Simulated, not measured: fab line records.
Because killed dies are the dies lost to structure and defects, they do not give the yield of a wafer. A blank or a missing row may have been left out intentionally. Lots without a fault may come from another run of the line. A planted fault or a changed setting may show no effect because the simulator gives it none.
Which of the tools did it? + flow sky130 + 33 wafers from 11 lots sampled at 4 of the route's 708 steps

## WHAT THE GAUGES READ, wafer by wafer
SKY_DNWELL_TW_MEAS_09. Usual: DNWELL_TW 1113, standard deviation 9.3.
| lot  | measured    | on            | DNWELL_TW      | flag |
|------|-------------|---------------|----------------|------|
| L812 | day 3 14:27 | film metro-04 | 1140 1133 1128 |      |
| L813 | day 3 14:49 | film metro-04 | 1135 1132 1125 |      |
| L814 | day 3 21:16 | film metro-03 | 1110 1116 1111 |      |
| L815 | day 3 21:40 | film metro-03 | 1107 1103 1112 |      |
| L816 | day 4 03:32 | film metro-01 | 1109 1114 1110 |      |
| L817 | day 4 08:03 | film metro-03 | 1097 1108 1102 |      |
| L819 | day 4 17:42 | film metro-01 | 1102 1103 1107 |      |
| L818 | day 4 19:55 | film metro-03 | 361 360 360    | OFF  |
| L820 | day 5 00:11 | film metro-03 | 363 361 365    | OFF  |
| L821 | day 5 06:45 | film metro-01 | 359 358 359    | OFF  |
| L822 | day 5 11:16 | film metro-03 | 357 358 358    | OFF  |

SKY_PWDE_OVL_MEAS_07. Usual: PWDE_OVL 0.1 nm, standard deviation 1.4.
| lot  | measured    | on         | PWDE_OVL (nm)  | flag |
|------|-------------|------------|----------------|------|
| L812 | day 4 06:41 | overlay-02 | 0.0 0.6 0.1    |      |
| L813 | day 4 07:27 | overlay-02 | 1.3 -2.5 1.0   |      |
| L814 | day 4 14:12 | overlay-02 | 1.0 0.4 0.9    |      |
| L815 | day 4 14:30 | overlay-02 | 1.1 -0.5 0.0   |      |
| L816 | day 4 21:03 | overlay-01 | 1.8 0.6 -0.1   |      |
| L817 | day 5 00:56 | overlay-01 | 0.1 -1.5 1.8   |      |
| L819 | day 5 10:47 | overlay-02 | -0.5 -1.1 -0.6 |      |
| L818 | day 5 13:00 | overlay-02 | -0.2 -2.3 -2.6 |      |
| L820 | day 5 17:38 | overlay-01 | 2.7 2.0 1.0    |      |
| L821 | day 6 00:44 | overlay-02 | 0.4 -2.1 -0.5  |      |
| L822 | day 6 05:42 | overlay-01 | -0.7 -0.6 0.2  |      |

SKY_NWELL_OVL_MEAS_23. Usual: NWELL_01_OVL -0.1 nm, standard deviation 1.2.
| lot  | measured    | on         | NWELL_01_OVL (nm) | flag |
|------|-------------|------------|-------------------|------|
| L812 | day 5 18:15 | overlay-01 | 0.9 1.8 0.7       |      |
| L813 | day 5 18:21 | overlay-02 | 0.4 -0.6 -1.1     |      |
| L814 | day 6 02:03 | overlay-01 | -1.0 -2.6 0.2     |      |
| L815 | day 6 02:28 | overlay-02 | -0.9 0.1 -1.6     |      |
| L816 | day 6 10:15 | overlay-01 | 0.3 2.0 1.2       |      |
| L817 | day 6 14:32 | overlay-02 | -1.0 0.1 1.3      |      |
| L819 | day 7 01:22 | overlay-02 | -0.1 -0.1 -1.0    |      |
| L818 | day 7 03:39 | overlay-01 | -1.7 0.6 0.8      |      |
| L820 | day 7 08:17 | overlay-01 | 0.0 0.9 0.0       |      |
| L821 | day 7 16:04 | overlay-02 | -0.6 -1.7 1.8     |      |
| L822 | day 7 22:08 | overlay-01 | 0.9 0.6 0.8       |      |

## EACH LOT AND THE TOOL THAT RAN IT (in order: tool; ch and the chambers of the sampled wafers; start)
| lot  | SKY_DNWELL_IMPLANT_07          |
|------|--------------------------------|
| L812 | implanter-02 ch 0, day 3 14:12 |
| L813 | implanter-04 ch 0, day 3 14:34 |
| L814 | implanter-04 ch 0, day 3 21:02 |
| L815 | implanter-04 ch 0, day 3 21:25 |
| L816 | implanter-02 ch 0, day 4 03:18 |
| L817 | implanter-02 ch 0, day 4 07:48 |
| L819 | implanter-04 ch 0, day 4 17:27 |
| L818 | implanter-04 ch 0, day 4 19:41 |
| L820 | implanter-04 ch 0, day 4 23:56 |
| L821 | implanter-02 ch 0, day 5 06:30 |
| L822 | implanter-04 ch 0, day 5 11:01 |
- SKY_DNWELL_IMPLANT_07

## WHAT THE TOOLS THEMSELVES READ (means of the sampled wafers that have a number; where no wafer has one, the mark that the record gives instead)
SKY_DNWELL_IMPLANT_07. Usual: end station pressure torr at 5.04e-06 Torr, with a standard deviation of 2.4e-07.
| lot  | tool         | end station pressure torr (Torr) | flag |
|------|--------------|----------------------------------|------|
| L812 | implanter-02 | 4.92e-06                         |      |
| L813 | implanter-04 | 5.20e-06                         |      |
| L814 | implanter-04 | 5.16e-06                         |      |
| L815 | implanter-04 | 4.63e-06                         |      |
| L816 | implanter-02 | 4.88e-06                         |      |
| L817 | implanter-02 | 5.02e-06                         |      |
| L819 | implanter-04 | 5.13e-06                         |      |
| L818 | implanter-04 | 5.02e-06                         |      |
| L820 | implanter-04 | 4.86e-06                         |      |
| L821 | implanter-02 | 5.07e-06                         |      |
| L822 | implanter-04 | 5.11e-06                         |      |

## THE ANSWER, worked out from the rows above alone
Rule: a lot is off if the mean of its wafers that have a number lies more than 3 standard deviations from the usual mean. Also off: a lot with no number at a reading for which 4 or more lots have one. All remaining lots with rows at the step are treated as sound. The gauges are gone through in route order, then the tools' own readings, and for those a lot's mean is taken as printed above. The first step at which some lot is off is used, and at that step the reading that is off furthest; a lot without a number counts as furthest.
Off: L818, L820, L821, L822, at SKY_DNWELL_TW_MEAS_09 (DNWELL_TW).
If a tool, at a process step before that reading, ran all the lots that are off and no sound lot after the first of them, it fits. The gauges at SKY_DNWELL_TW_MEAS_09 are tried like those tools. Not one of the candidates tried fits.

## WHAT THE SIMULATOR HAD INSERTED
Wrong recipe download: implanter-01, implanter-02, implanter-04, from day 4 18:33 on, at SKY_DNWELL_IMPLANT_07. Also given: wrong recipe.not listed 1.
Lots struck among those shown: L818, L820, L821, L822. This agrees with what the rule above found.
